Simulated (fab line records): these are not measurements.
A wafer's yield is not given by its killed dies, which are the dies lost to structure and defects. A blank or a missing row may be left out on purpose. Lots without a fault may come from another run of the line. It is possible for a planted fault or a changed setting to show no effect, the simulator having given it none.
Chamber matching || flow gf180mcu || rie diel-01 running GF_V2_ETCH_16: 4 sister chambers
The step etches BARC in N2/H2. 22 wafers are shown with their chamber, then 11 later ones without.

EACH WAFER AND ITS CHAMBER
{"wafer": "L075.1", "chamber": 0, "drypump motor current A (A)": 5.72, "throttle valve pct (%)": 13.229, "oes product au (a.u.)": 0.856}
{"wafer": "L075.2", "chamber": 3, "drypump motor current A (A)": 5.33, "throttle valve pct (%)": 13.230, "oes product au (a.u.)": 0.858}
{"wafer": "L075.3", "chamber": 2, "drypump motor current A (A)": 5.55, "throttle valve pct (%)": 13.205, "oes product au (a.u.)": 0.852}
{"wafer": "L075.4", "chamber": 0, "drypump motor current A (A)": 5.74, "throttle valve pct (%)": 13.244, "oes product au (a.u.)": 0.854}
{"wafer": "L075.5", "chamber": 3, "drypump motor current A (A)": 5.32, "throttle valve pct (%)": 13.231, "oes product au (a.u.)": 0.854}
{"wafer": "L075.6", "chamber": 2, "drypump motor current A (A)": 5.58, "throttle valve pct (%)": 13.217, "oes product au (a.u.)": 0.852}
{"wafer": "L077.1", "chamber": 0, "drypump motor current A (A)": 5.71, "throttle valve pct (%)": 13.233, "oes product au (a.u.)": 0.862}
{"wafer": "L077.2", "chamber": 2, "drypump motor current A (A)": 5.54, "throttle valve pct (%)": 13.215, "oes product au (a.u.)": 0.858}
{"wafer": "L077.6", "chamber": 3, "drypump motor current A (A)": 5.31, "throttle valve pct (%)": 13.222, "oes product au (a.u.)": 0.850}
{"wafer": "L080.1", "chamber": 1, "drypump motor current A (A)": 5.33, "throttle valve pct (%)": 13.231, "oes product au (a.u.)": 0.857}
{"wafer": "L080.2", "chamber": 2, "drypump motor current A (A)": 5.55, "throttle valve pct (%)": 13.206, "oes product au (a.u.)": 0.847}
{"wafer": "L080.6", "chamber": 1, "drypump motor current A (A)": 5.34, "throttle valve pct (%)": 13.229, "oes product au (a.u.)": 0.848}
{"wafer": "L083.3", "chamber": 1, "drypump motor current A (A)": 5.33, "throttle valve pct (%)": 13.221, "oes product au (a.u.)": 0.864}
{"wafer": "L083.5", "chamber": 1, "drypump motor current A (A)": 5.35, "throttle valve pct (%)": 13.223, "oes product au (a.u.)": 0.849}
{"wafer": "L083.6", "chamber": 0, "drypump motor current A (A)": 5.73, "throttle valve pct (%)": 13.227, "oes product au (a.u.)": 0.862}
{"wafer": "L084.1", "chamber": 0, "drypump motor current A (A)": 5.73, "throttle valve pct (%)": 13.227, "oes product au (a.u.)": 0.874}
{"wafer": "L084.2", "chamber": 3, "drypump motor current A (A)": 5.32, "throttle valve pct (%)": 13.214, "oes product au (a.u.)": 0.867}
{"wafer": "L084.6", "chamber": 3, "drypump motor current A (A)": 5.34, "throttle valve pct (%)": 13.236, "oes product au (a.u.)": 0.858}
{"wafer": "L086.1", "chamber": 0, "drypump motor current A (A)": 5.72, "throttle valve pct (%)": 13.227, "oes product au (a.u.)": 0.850}
{"wafer": "L086.2", "chamber": 2, "drypump motor current A (A)": 5.53, "throttle valve pct (%)": 13.214, "oes product au (a.u.)": 0.848}
{"wafer": "L086.3", "chamber": 3, "drypump motor current A (A)": 5.33, "throttle valve pct (%)": 13.233, "oes product au (a.u.)": 0.858}
{"wafer": "L086.4", "chamber": 1, "drypump motor current A (A)": 5.34, "throttle valve pct (%)": 13.227, "oes product au (a.u.)": 0.841}

SIGNATURES (averages over the wafers above)
{"reading": "drypump motor current A", "chamber 0": 5.7250, "chamber 1": 5.3380, "chamber 2": 5.5500, "chamber 3": 5.3250, "scatter within a chamber": 0.0124}
{"reading": "throttle valve pct", "chamber 0": 13.23117, "chamber 1": 13.22620, "chamber 2": 13.21140, "chamber 3": 13.22767, "scatter within a chamber": 0.00645}
{"reading": "oes product au", "chamber 0": 0.85967, "chamber 1": 0.85180, "chamber 2": 0.85140, "chamber 3": 0.85750, "scatter within a chamber": 0.00709}
Rule: a wafer lies at a distance from a chamber equal to the root of the sum of squares, over the readings, of (its reading less the chamber's mean, divided by the reading's scatter). The wafer belongs to the nearest chamber; if the next one is less than 2 further off, it can't be placed. The scatter is the square root of a quotient: the sum, over the shown wafers, of each reading's squared deviation from its chamber's mean, divided by wafers minus chambers.

WAFERS WITH NO CHAMBER GIVEN
{"wafer": "L086.5", "drypump motor current A (A)": 5.57, "throttle valve pct (%)": 13.241, "oes product au (a.u.)": 0.856}
{"wafer": "L086.6", "drypump motor current A (A)": 5.32, "throttle valve pct (%)": 13.232, "oes product au (a.u.)": 0.852}
{"wafer": "L093.2", "drypump motor current A (A)": 5.72, "throttle valve pct (%)": 13.223, "oes product au (a.u.)": 0.855}
{"wafer": "L093.5", "drypump motor current A (A)": 5.73, "throttle valve pct (%)": 13.221, "oes product au (a.u.)": 0.855}
{"wafer": "L093.6", "drypump motor current A (A)": 5.32, "throttle valve pct (%)": 13.230, "oes product au (a.u.)": 0.850}
{"wafer": "L094.1", "drypump motor current A (A)": 5.55, "throttle valve pct (%)": 13.226, "oes product au (a.u.)": 0.856}
{"wafer": "L094.5", "drypump motor current A (A)": 5.51, "throttle valve pct (%)": 13.227, "oes product au (a.u.)": 0.854}
{"wafer": "L094.6", "drypump motor current A (A)": 5.37, "throttle valve pct (%)": 13.230, "oes product au (a.u.)": 0.852}
{"wafer": "L096.1", "drypump motor current A (A)": 5.36, "throttle valve pct (%)": 13.222, "oes product au (a.u.)": 0.852}
{"wafer": "L096.3", "drypump motor current A (A)": 5.33, "throttle valve pct (%)": 13.228, "oes product au (a.u.)": 0.864}
{"wafer": "L096.6", "drypump motor current A (A)": 5.71, "throttle valve pct (%)": 13.204, "oes product au (a.u.)": 0.853}

EACH ONE'S CHAMBER
{"wafer": "L086.5", "from the rows above": 2, "in truth": 2}
{"wafer": "L086.6", "from the rows above": "can't be placed: 3 or 1", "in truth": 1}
{"wafer": "L093.2", "from the rows above": 0, "in truth": 0}
{"wafer": "L093.5", "from the rows above": 0, "in truth": 0}
{"wafer": "L093.6", "from the rows above": "can't be placed: 3 or 1", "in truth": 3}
{"wafer": "L094.1", "from the rows above": 2, "in truth": 2}
{"wafer": "L094.5", "from the rows above": 2, "in truth": 2}
{"wafer": "L094.6", "from the rows above": "can't be placed: 1 or 3", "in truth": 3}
{"wafer": "L096.1", "from the rows above": "can't be placed: 1 or 3", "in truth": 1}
{"wafer": "L096.3", "from the rows above": "can't be placed: 3 or 1", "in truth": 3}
{"wafer": "L096.6", "from the rows above": 0, "in truth": 0}
Correctly placed: 6 of 11. Cannot be placed on the basis of these rows: 5; the candidates contain the true chamber in 5. Placed wrongly: 0.
